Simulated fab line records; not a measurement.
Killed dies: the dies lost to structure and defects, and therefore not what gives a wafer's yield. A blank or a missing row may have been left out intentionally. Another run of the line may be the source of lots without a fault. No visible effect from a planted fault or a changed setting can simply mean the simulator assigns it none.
fab line records | flow gf180mcu | part 1 of 2: steps 1 to 36 of 37
record: lots: 6 wafers: 18 lastDay: 34
route steps=602 shown M1@327 V1@335 M2@362 PASSIVATION@602
lots that met no fault: taken from a fault-free run of the same line
startH: start of the lot's first displayed wafer, in hours after the record's first day | waitH: hours from the lot's prior step to this one | " unchanged from the row above | L1.1+2: a row that stands for several wafers | - value missing, or start not given | * or withheld: withheld | < > ~ a bound
route shown NAME@n: NAME is a module with steps in the file, n the number in the route of the first one | usual: mean/standard deviation of fault-free wafers | same: alike in all rows | chamber/n: place in a boat | sites: per-site readings | _std_site: how widely they spread, as a standard deviation | _edge_site: mean of outer sites minus mean of inner sites | radiusMm: how far each site lies from the wafer's centre | mask NAME#n: copy n | behind: the last tool/chamber to shape the wafer | hold: why the lot went on hold/how many hours it stayed there/how the hold came to an end | device: whichever transistor did not switch (one of n, p or np) | end of line: tests run on the same wafers once the route is complete | a step given without rows: its recipe and nothing more | killed: dies that structure and defects cost at the first sort, which is not the same as the wafer's yield | map: a wafer's dies, x killed, . not, _ none there
set.NAME: the setting the step ran with; set.NAME@STEP: the setting that earlier step ran with | model.NAME: the simulator's own value behind a step, which no gauge read
lots at some steps of the route; a table a step, a row a wafer
services: the hour from which a tool's chamber was out of use, counted from the record's first day as startH (under 0 if before that day), plus the number of hours and why
== steps ==
step: GF_M1_PEB_12
recipe: pebTempC: 135 pebTimeS: 90 resist: KrF
step: GF_M1_DEVELOP_13
recipe: developTimeS: 60 devTempC: 21
step: GF_M1_CD_MEAS_14
recipe: targetCdNm: 230
usual: cdNm: 229.8/1.3
columns lot.wafer tool chamber startH waitH cdNm
L992.1 cdSem-02 - 387.52 0.1 228.7
L992.3 " - " " 230.1
L992.6 " - " " 229.2
L999.4 cdSem-02 - 470.49 0.1 231.8
L999.5 " - " " 232.4
L999.6 " - " " 230.5
L102.1 cdSem-02 - 489.14 0.1 231.0
L102.2 " - " " 228.1
L102.3 " - " " 230.3
L103.1 cdSem-01 - 491.28 0.1 228.6
L103.2 " - " " 229.9
L103.6 " - " " 227.7
L104.2 cdSem-01 - 505.95 0.1 227.5
L104.3 " - " " 229.1
L104.6 " - " " 228.9
L115.1 cdSem-01 - 587.36 0.1 229.8
L115.4 " - " " 229.1
L115.5 " - " " 229.1
step: GF_M1_OVL_MEAS_15
usual: M1_OVL: 2/5.3
columns lot.wafer tool chamber startH waitH M1_OVL[nm]
L992.1 overlay-02 - 387.64 0.1 6
L992.3 " - " " 2
L992.6 " - " " 0
L999.4 overlay-01 - 470.57 0.1 -8
L999.5 " - " " -6
L999.6 " - " " -12
L102.1 overlay-02 - 489.26 0.1 2
L102.2 " - " " 4
L102.3 " - " " 10
L103.1 overlay-01 - 491.40 0.1 -11
L103.2 " - " " -6
L103.6 " - " " -11
L104.2 overlay-02 - 506.05 0.1 1
L104.3 " - " " 1
L104.6 " - " " 0
L115.1 overlay-01 - 587.48 0.1 1
L115.4 " - " " 4
L115.5 " - " " 4
step: GF_M1_METAL_ETCH_16
recipe: chemistry: Cl2/BCl3 maskMaterial: KrF targetDepthNm: 750.8 stopOn: SiO2 pressureMtorr: 8 icpW: 800 biasW: 140 Cl2_flow_sccm: 80 bcl3FlowSccm: 40 timeS: 125.1
usual: biasW: 140.0/0.39 chamberPressureMTorr: 8.000/0.0079 drypumpMotorCurrentA: 5.7/0.48 oesProductAu: 0.993/0.0056 throttleValvePct: 28.226/0.0099
columns lot.wafer tool chamber startH waitH biasW chamberPressureMTorr drypumpMotorCurrentA oesProductAu rfHoursCounterH throttleValvePct
L992.1 rieMetal-01 1 387.67 0.0 139.8 8.008 5.7 0.993 8 28.237
L992.3 " 0 " " 139.7 7.997 5.7 0.997 - 28.226
L992.6 " 0 " " 140.6 7.989 5.7 0.992 - 28.226
L999.4 rieMetal-03 1 470.63 0.1 139.9 7.994 6.4 0.994 - 28.218
L999.5 " 1 " " 140.3 7.996 6.4 0.998 - 28.229
L999.6 " 0 " " 139.8 8.002 6.1 0.992 - 28.229
L102.1 rieMetal-01 1 489.30 0.0 140.1 7.994 5.8 0.999 10 28.230
L102.2 " 0 " " 139.7 8.012 5.7 0.999 9 28.218
L102.3 " 1 " " 140.2 7.990 5.8 0.990 - 28.234
L103.1 rieMetal-02 0 491.43 0.0 139.3 8.000 6.0 0.991 10 28.227
L103.2 " 1 " " 140.4 7.991 4.9 0.992 1 28.236
L103.6 " 0 " " 140.3 8.004 6.0 0.998 - 28.216
L104.2 rieMetal-02 0 506.08 0.0 139.9 8.006 6.1 0.991 11 28.215
L104.3 " 0 " " 140.0 7.996 6.1 1.006 - 28.219
L104.6 " 0 " " 139.5 8.005 6.1 0.988 - 28.222
L115.1 rieMetal-02 1 587.52 0.0 140.6 8.001 4.9 0.982 4 28.231
L115.4 " 1 " " 140.5 8.001 4.9 0.990 - 28.230
L115.5 " 1 " " 140.4 8.004 4.9 0.981 - 28.235
step: GF_M1_STRIP_17
recipe: chemistry: O2/N2 powerW: 1400 pressureMtorr: 1500 platenTempC: 250 o2FlowSccm: 3000 n2FlowSccm: 300 overashFraction: 0.5
usual: chamberPressureMTorr: 1499.9/1.5 drypumpMotorCurrentA: 5.8/0.54 heaterPowerW: 351/37 oesProductAu: 0.536/0.0048 stripTimeToEndpointS: 7.35/0.047
columns lot.wafer tool chamber startH waitH chamberPressureMTorr drypumpMotorCurrentA heaterPowerW oesProductAu rfHoursCounterH stripTimeToEndpointS
L992.1 plasmaAsher-03 0 387.80 0.1 1501.7 6.4 385 0.541 57 7.33
L992.3 " 1 " " 1499.9 6.3 321 0.533 - 7.33
L992.6 " 0 " " 1501.7 6.4 390 0.534 - 7.36
L999.4 plasmaAsher-03 1 470.75 0.1 1499.3 6.4 333 0.531 - 7.36
L999.5 " 1 " " 1500.0 6.4 330 0.532 - 7.35
L999.6 " 0 " " 1499.0 6.4 389 0.541 - 7.42
L102.1 plasmaAsher-04 1 489.43 0.1 1498.2 4.9 328 0.538 37 7.41
L102.2 " 0 " " 1499.1 5.4 291 0.537 37 7.34
L102.3 " 0 " " 1500.4 5.4 289 0.537 - 7.38
L103.1 plasmaAsher-01 1 491.56 0.1 1500.9 6.0 395 0.535 5 7.32
L103.2 " 0 " " 1501.4 5.5 385 0.535 5 7.42
L103.6 " 0 " " 1500.7 5.5 382 0.537 - 7.34
L104.2 plasmaAsher-03 0 506.21 0.1 1498.0 6.4 381 0.534 72 7.37
L104.3 " 1 " " 1500.3 6.3 334 0.526 - 7.33
L104.6 " 0 " " 1498.5 6.4 384 0.539 - 7.37
L115.1 plasmaAsher-04 1 587.78 0.2 1502.0 4.9 326 0.543 47 7.41
L115.4 " 0 " " 1500.6 5.4 286 0.537 - 7.40
L115.5 " 1 " " 1501.6 4.9 326 0.532 - 7.41
step: GF_M1_STRIP_18
recipe: chemistry: postEtchResidueRemover timeS: 1200 tempC: 72.5
step: GF_M1_CLEAN_19
recipe: chemistry: DIW dry: n2Spin
step: GF_V1_CVD_00
recipe: material: SiO2 targetThkNm: 600 sigmaOpenFrac: 0.3 tempC: 400 timeS: 100 sih4FlowSccm: 60 pressureMtorr: 6
step: GF_V1_THK_MEAS_01
recipe: reads: SiO2_of_V1_CVD_00
usual: V1_CVD_00_THK: 602/6.9
columns lot.wafer tool chamber startH waitH V1_CVD_00_THK[nm]
L992.1 filmMetro-01 - 388.75 0.0 603
L992.3 " - " " 597
L992.6 " - " " 601
L999.4 filmMetro-01 - 471.38 0.0 601
L999.5 " - " " 600
L999.6 " - " " 610
L102.1 filmMetro-01 - 490.03 0.0 611
L102.2 " - " " 603
L102.3 " - " " 606
L103.1 filmMetro-02 - 492.17 0.0 601
L103.2 " - " " 601
L103.6 " - " " 604
L104.2 filmMetro-04 - 506.84 0.0 602
L104.3 " - " " 601
L104.6 " - " " 599
L115.1 filmMetro-01 - 588.38 0.0 610
L115.4 " - " " 603
L115.5 " - " " 606
step: GF_V1_CVD_02
recipe: material: SiO2 targetThkNm: 850 precursor: TEOS tempC: 400 timeS: 94.851 rfW: 600
usual: heaterPowerW: 700/96
columns lot.wafer tool chamber startH waitH heaterPowerW
L992.1 pecvd-03 1 388.81 0.1 697
L992.3 " 2 " " 694
L992.6 " 1 " " 747
L999.4 pecvd-03 1 471.44 0.1 745
L999.5 " 0 " " 694
L999.6 " 2 " " 814
L102.1 pecvd-03 0 490.09 0.1 781
L102.2 " 1 " " 690
L102.3 " 2 " " 752
L103.1 pecvd-03 1 492.23 0.1 610
L103.2 " 0 " " 825
L103.6 " 1 " " 677
L104.2 pecvd-01 2 506.89 0.0 735
L104.3 " 1 " " 647
L104.6 " 2 " " 582
L115.1 pecvd-01 0 588.44 0.1 481
L115.4 " 2 " " 584
L115.5 " 0 " " 540
step: GF_V1_THK_MEAS_03
recipe: reads: SiO2_of_V1_CVD_02
usual: V1_CVD_02_THK: 849/13
columns lot.wafer tool chamber startH waitH V1_CVD_02_THK[nm]
L992.1 filmMetro-04 - 388.88 0.0 844
L992.3 " - " " 828
L992.6 " - " " 853
L999.4 filmMetro-02 - 471.51 0.0 847
L999.5 " - " " 856
L999.6 " - " " 844
L102.1 filmMetro-02 - 490.16 0.0 835
L102.2 " - " " 852
L102.3 " - " " 831
L103.1 filmMetro-02 - 492.30 0.0 841
L103.2 " - " " 839
L103.6 " - " " 855
L104.2 filmMetro-02 - 506.97 0.0 855
L104.3 " - " " 858
L104.6 " - " " 866
L115.1 filmMetro-04 - 588.51 0.0 862
L115.4 " - " " 881
L115.5 " - " " 864
step: GF_V1_CMP_04
recipe: material: SiO2 downForcePsi: 4 platenRpm: 60 padVelocityMS: 0.94248
usual: motorCurrentA: 12.1/1.3 timeToEndpointS: 83/5.4
columns lot.wafer tool chamber startH waitH motorCurrentA timeToEndpointS model.SiO2_of_V1_CVD_02.thkNm
L992.3 cmp-02 2 388.99 0.1 11.4 76 633.8
L992.1 " 3 " " 11.7 80 632.5
L992.6 " 1 " " 10.4 91 634.6
L999.4 cmp-01 1 471.64 0.1 11.5 83 634.3
L999.6 " 3 " " 10.9 82 633.1
L999.5 " 0 " " 13.5 85 632.6
L102.3 cmp-01 1 490.22 0.0 11.3 76 632.6
L102.2 " 3 " " 10.5 82 632.7
L102.1 " 0 " " 13.4 72 631.6
L103.1 cmp-02 2 492.36 0.1 11.6 101 706.5
L103.2 " 0 " " 15.2 100 706.5
L103.6 " 2 " " 11.4 107 711.1
L104.2 cmp-02 3 507.02 0.0 11.8 108 710.6
L104.3 " 2 " " 12.0 109 712.3
L104.6 " 3 " " 11.3 113 712.9
L115.4 cmp-02 1 588.62 0.1 10.9 101 635.7
L115.1 " 2 " " 11.4 88 634
L115.5 " 1 " " 10.6 93 635
step: GF_V1_BOW_MEAS_05
recipe: mode: bow
usual: V1_BOW: 82/6.8
columns lot.wafer tool chamber startH waitH V1_BOW[um]
L992.1 filmMetro-04 - 389.24 0.1 91
L992.3 " - " " 75
L992.6 " - " " 85
L999.4 filmMetro-01 - 471.90 0.2 88
L999.5 " - " " 79
L999.6 " - " " 81
L102.1 filmMetro-01 - 490.52 0.1 84
L102.2 " - " " 88
L102.3 " - " " 88
L103.1 filmMetro-01 - 492.66 0.2 105
L103.2 " - " " 93
L103.6 " - " " 78
L104.2 filmMetro-02 - 507.34 0.3 77
L104.3 " - " " 72
L104.6 " - " " 81
L115.1 filmMetro-02 - 588.87 0.1 87
L115.4 " - " " 84
L115.5 " - " " 86
step: GF_V1_DEHYDRATE_06
recipe: tempC: 200 timeS: 60
step: GF_V1_HMDS_07
recipe: primeTimeS: 60 primeTempC: 120
step: GF_V1_COAT_08
recipe: resist: BARC tempC: withheld timeS: withheld spinRpm: withheld resistThkNm: withheld
step: GF_V1_COAT_09
recipe: resist: KrF spinRpm: withheld resistThkNm: 1000
step: GF_V1_SOFTBAKE_10
recipe: tempC: 130 timeS: 60 resist: KrF
step: GF_V1_EXPOSE_11
recipe: maskId: Via1 targetCdNm: 260 na: 0.68 sourceShape: conventional sigmaOuter: 0.6 doseMj: 38
step: GF_V1_PEB_12
recipe: pebTempC: 135 pebTimeS: 90 resist: KrF
step: GF_V1_DEVELOP_13
recipe: developTimeS: 60 resist: KrF devTempC: 21
step: GF_V1_CD_MEAS_14
recipe: targetCdNm: 260
usual: cdNm: 259.9/1.5
columns lot.wafer tool chamber startH waitH cdNm
L992.1 cdSem-02 - 413.93 0.1 260.6
L992.3 " - " " 259.1
L992.6 " - " " 260.2
L999.4 cdSem-01 - 496.08 0.1 257.6
L999.5 " - " " 258.5
L999.6 " - " " 257.8
L102.1 cdSem-01 - 514.48 0.1 260.7
L102.2 " - " " 262.1
L102.3 " - " " 261.2
L103.1 cdSem-02 - 516.78 0.1 260.2
L103.2 " - " " 260.2
L103.6 " - " " 259.3
L104.2 cdSem-01 - 530.45 0.1 260.9
L104.3 " - " " 260.5
L104.6 " - " " 261.0
L115.1 cdSem-02 - 610.33 0.1 260.1
L115.4 " - " " 258.0
L115.5 " - " " 260.6
step: GF_V1_OVL_MEAS_15
usual: V1_OVL: 2/5.8
columns lot.wafer tool chamber startH waitH V1_OVL[nm]
L992.1 overlay-01 - 414.05 0.1 -10
L992.3 " - " " -6
L992.6 " - " " -6
L999.4 overlay-01 - 496.16 0.1 10
L999.5 " - " " 9
L999.6 " - " " 4
L102.1 overlay-01 - 514.60 0.1 -1
L102.2 " - " " -1
L102.3 " - " " 1
L103.1 overlay-02 - 516.90 0.1 5
L103.2 " - " " 8
L103.6 " - " " 13
L104.2 overlay-01 - 530.55 0.1 13
L104.3 " - " " 3
L104.6 " - " " 5
L115.1 overlay-02 - 610.45 0.1 -6
L115.4 " - " " -2
L115.5 " - " " -3
step: GF_V1_ETCH_16
recipe: chemistry: N2/H2 targetDepthA: withheld overetchA: withheld timeS: withheld target: BARC ionEnergyEv: 200 sourceW: 500 biasW: 100 pressureMtorr: 30 n2FlowSccm: 100 h2FlowSccm: 200
step: GF_V1_ETCH_17
recipe: chemistry: C4F8/O2/Ar maskMaterial: KrF target: SiO2 stopOn: TiN sourceW: 1500 biasW: 1200 pressureMtorr: 40 c4f8FlowSccm: withheld O2_flow_sccm: 6 Ar_flow_sccm: 300 timeS: withheld targetDepthA: 6300
usual: biasW: 1200/3.6 chamberPressureMTorr: 40.00/0.035 oesProductAu: 0.856/0.0044
columns lot.wafer tool chamber startH waitH biasW chamberPressureMTorr oesProductAu model.V1.featureDepthNm model.etch.depthNm
L992.1 rieDiel-02 0 - - 1198 39.95 0.854 632.5 632.5
L992.3 " 3 " " 1198 40.05 0.858 633.8 633.8
L992.6 " 3 " " 1203 40.01 0.854 634.6 634.6
L999.4 rieDiel-02 2 - - 1200 40.03 0.859 634.3 634.3
L999.5 " 3 " " 1201 39.93 0.853 632.6 632.6
L999.6 " 0 " " 1200 39.95 0.854 633.1 633.1
L102.1 rieDiel-03 1 - - 1199 40.03 0.851 631.6 631.6
L102.2 " 0 " " 1205 40.04 0.855 632.7 632.7
L102.3 " 2 " " 1198 39.95 0.855 632.6 632.6
L103.1 rieDiel-02 0 - - 1201 40.01 0.903 706.5 706.5
L103.2 " 3 " " 1201 39.99 0.916 706.5 706.5
L103.6 " 1 " " 1199 40.01 0.916 711.1 711.1
L104.2 rieDiel-03 2 - - 1198 39.93 0.910 710.6 710.6
L104.3 " 3 " " 1194 39.98 0.909 712.3 712.3
L104.6 " 3 " " 1196 40.02 0.918 712.9 712.9
L115.1 rieDiel-01 1 - - 1205 39.98 0.854 634 634
L115.4 " 2 " " 1200 40.00 0.854 635.7 635.7
L115.5 " 3 " " 1204 40.00 0.854 635 635
step: GF_V1_STRIP_18
recipe: chemistry: O2/N2 powerW: 1400 pressureMtorr: 1500 platenTempC: 250 o2FlowSccm: 3000 n2FlowSccm: 300 overashFraction: 0.5
usual: chamberPressureMTorr: 1500.0/1.2 drypumpMotorCurrentA: 5.8/0.5 heaterPowerW: 319/37 oesProductAu: 0.591/0.005
columns lot.wafer tool chamber startH waitH chamberPressureMTorr drypumpMotorCurrentA heaterPowerW oesProductAu rfHoursCounterH
L992.1 plasmaAsher-03 0 414.21 - 1499.6 6.4 391 0.586 60
L992.3 " 1 " " 1499.7 6.3 329 0.591 -
L992.6 " 0 " " 1500.1 6.5 381 0.586 -
L999.4 plasmaAsher-03 1 496.34 - 1500.0 6.3 332 0.599 -
L999.5 " 1 " " 1500.1 6.3 327 0.596 -
L999.6 " 0 " " 1499.9 6.4 384 0.600 -
L102.1 plasmaAsher-04 0 514.76 - 1499.2 5.4 285 0.594 39
L102.2 " 1 " " 1499.4 4.8 330 0.591 39
L102.3 " 0 " " 1499.0 5.4 288 0.591 -
L103.1 plasmaAsher-02 1 517.06 - 1500.2 5.5 302 0.585 90
L103.2 " 0 " " 1499.5 5.5 284 0.595 90
L103.6 " 1 " " 1498.2 5.6 303 0.585 -
L104.2 plasmaAsher-03 0 530.71 - 1503.9 6.4 392 0.600 74
L104.3 " 0 " " 1500.2 6.4 385 0.590 -
L104.6 " 1 " " 1501.8 6.4 319 0.596 -
L115.1 plasmaAsher-03 1 610.61 - 1501.9 6.3 323 0.596 82
L115.4 " 0 " " 1499.3 6.4 394 0.592 -
L115.5 " 0 " " 1500.3 6.4 390 0.593 -
step: GF_V1_STRIP_19
recipe: chemistry: postEtchResidueRemover timeS: 1200 tempC: 72.5
step: GF_V1_CLEAN_20
recipe: chemistry: DIW dry: n2Spin
step: GF_V1_SPUTTER_21
recipe: material: Ti targetThkNm: 15 chamberPressurePa: 5 powerW: 2500 substrateTempC: 200 timeS: 80.02
step: GF_V1_SPUTTER_22
recipe: material: TiN targetThkNm: 10 chamberPressurePa: 5 powerW: 4000 timeS: 40
step: GF_V1_CVD_23
recipe: material: W targetThkNm: 350 timeS: 105.05 tempC: 400 pressureTorr: 40
usual: heaterPowerW: 861/76
columns lot.wafer tool chamber startH waitH heaterPowerW
L992.1 cvdW-01 0 415.19 0.0 806
L992.3 " 1 " " 858
L992.6 " 0 " " 782
L999.4 cvdW-02 0 497.05 0.1 830
L999.5 " 0 " " 836
L999.6 " 0 " " 830
L102.1 cvdW-02 0 515.43 0.0 835
L102.2 " 1 " " 1052
L102.3 " 1 " " 1028
L103.1 cvdW-01 1 517.69 0.0 884
L103.2 " 0 " " 815
L103.6 " 0 " " 808
L104.2 cvdW-01 0 531.35 0.0 806
L104.3 " 1 " " 878
L104.6 " 1 " " 877
L115.1 cvdW-02 1 611.25 0.0 1051
L115.4 " 1 " " 1045
L115.5 " 1 " " 1039
step: GF_V1_RS_MEAS_24
recipe: thkMeasGauge: four-point-probe reads: W_of_V1_CVD_23+TiN_of_V1_SPUTTER_22+Ti_of_V1_SPUTTER_21
usual: V1_W_RS: 0.329/0.0049
columns lot.wafer tool chamber startH waitH V1_W_RS[ohm/sq]
L992.1 filmMetro-04 - 415.30 0.1 0.334
L992.3 " - " " 0.327
L992.6 " - " " 0.334
L999.4 filmMetro-02 - 497.23 0.1 0.325
L999.5 " - " " 0.325
L999.6 " - " " 0.327
L102.1 filmMetro-04 - 515.54 0.1 0.328
L102.2 " - " " 0.332
L102.3 " - " " 0.334
L103.1 filmMetro-02 - 517.81 0.1 0.321
L103.2 " - " " 0.332
L103.6 " - " " 0.331
L104.2 filmMetro-02 - 531.48 0.1 0.335
L104.3 " - " " 0.324
L104.6 " - " " 0.321
L115.1 filmMetro-01 - 611.36 0.1 0.335
L115.4 " - " " 0.334
L115.5 " - " " 0.335
step: GF_V1_THK_MEAS_25
recipe: thkMeasGauge: xrf reads: W_of_V1_CVD_23
usual: V1_W_THK: 341/5.7
columns lot.wafer tool chamber startH waitH V1_W_THK[nm]
L992.1 filmMetro-04 - 415.42 0.1 334
L992.3 " - " " 338
L992.6 " - " " 333
L999.4 filmMetro-02 - 497.32 0.1 349
L999.5 " - " " 348
L999.6 " - " " 346
L102.1 filmMetro-04 - 515.66 0.1 342
L102.2 " - " " 337
L102.3 " - " " 336
L103.1 filmMetro-02 - 517.93 0.1 351
L103.2 " - " " 340
L103.6 " - " " 341
L104.2 filmMetro-02 - 531.59 0.1 336
L104.3 " - " " 343
L104.6 " - " " 346
L115.1 filmMetro-01 - 611.48 0.1 334
L115.4 " - " " 335
L115.5 " - " " 336
step: GF_V1_CMP_26
recipe: stopOn: SiO2 downForcePsi: 3.5 platenRpm: 60 tOverpolishS: 15 targetThkNm: 0 padVelocityMS: 0.94248
usual: motorCurrentA: 11.1/1.3
columns lot.wafer tool chamber startH waitH motorCurrentA model.SiO2_of_V1_CVD_02.thkNm
L992.1 cmp-02 0 415.48 0.1 12.7 628.7
L992.3 " 2 " " 10.7 630
L992.6 " 1 " " 9.5 630.9
L999.4 cmp-02 1 497.35 0.0 9.3 630.5
L999.5 " 1 " " 9.1 628.8
L999.6 " 2 " " 10.5 629.3
L102.1 cmp-02 0 515.72 0.1 13.2 627.8
L102.2 " 1 " " 9.2 628.9
L102.3 " 2 " " 10.6 628.8
L103.1 cmp-02 1 518.09 0.1 9.0 702.7
L103.2 " 2 " " 10.9 702.7
L103.6 " 0 " " 12.9 707.4
L104.3 cmp-01 3 531.69 0.1 10.2 708.5
L104.2 " 0 " " 12.7 706.8
L104.6 " 2 " " 10.8 709.1
L115.4 cmp-01 1 611.64 0.1 10.7 631.9
L115.1 " 2 " " 9.9 630.2
L115.5 " 0 " " 12.5 631.2
step: GF_M2_SPUTTER_00
recipe: material: Ti targetThkNm: 37.5 arrivingIonEnergyEv: 80 substrateTempC: 200 chamberPressurePa: 2 powerW: 4000 timeS: 150
== key ==
firstSign: step: GF_V1_CMP_04 reading: timeToEndpointS direction: up sigmas: 4.2 usual: * struck: *
effect: step: GF_V1_ETCH_17 reading: oesProductAu direction: up sigmas: 13 usual: 0.856 struck: 0.912
modelEffect: step: GF_V1_CMP_04 value: SiO2_of_V1_CVD_02.thkNm without: 633 struck: 710
modelEffect: step: GF_V1_ETCH_17 value: V1.featureDepthNm without: 633 struck: 710
modelEffect: step: GF_V1_CMP_26 value: SiO2_of_V1_CVD_02.thkNm without: 629.2 struck: 706.2
metAt GF_V1_CMP_04
struckWafers L103.1,L103.2,L103.6,L104.2,L104.3,L104.6
onsetBetween 388.99 492.36
fault: kind: processParameterDrift tool: cmp-02 chamber: - onsetH: 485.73 steps: GF_V1_CMP_04 channel: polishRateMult offset: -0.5 shape: step endH: 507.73
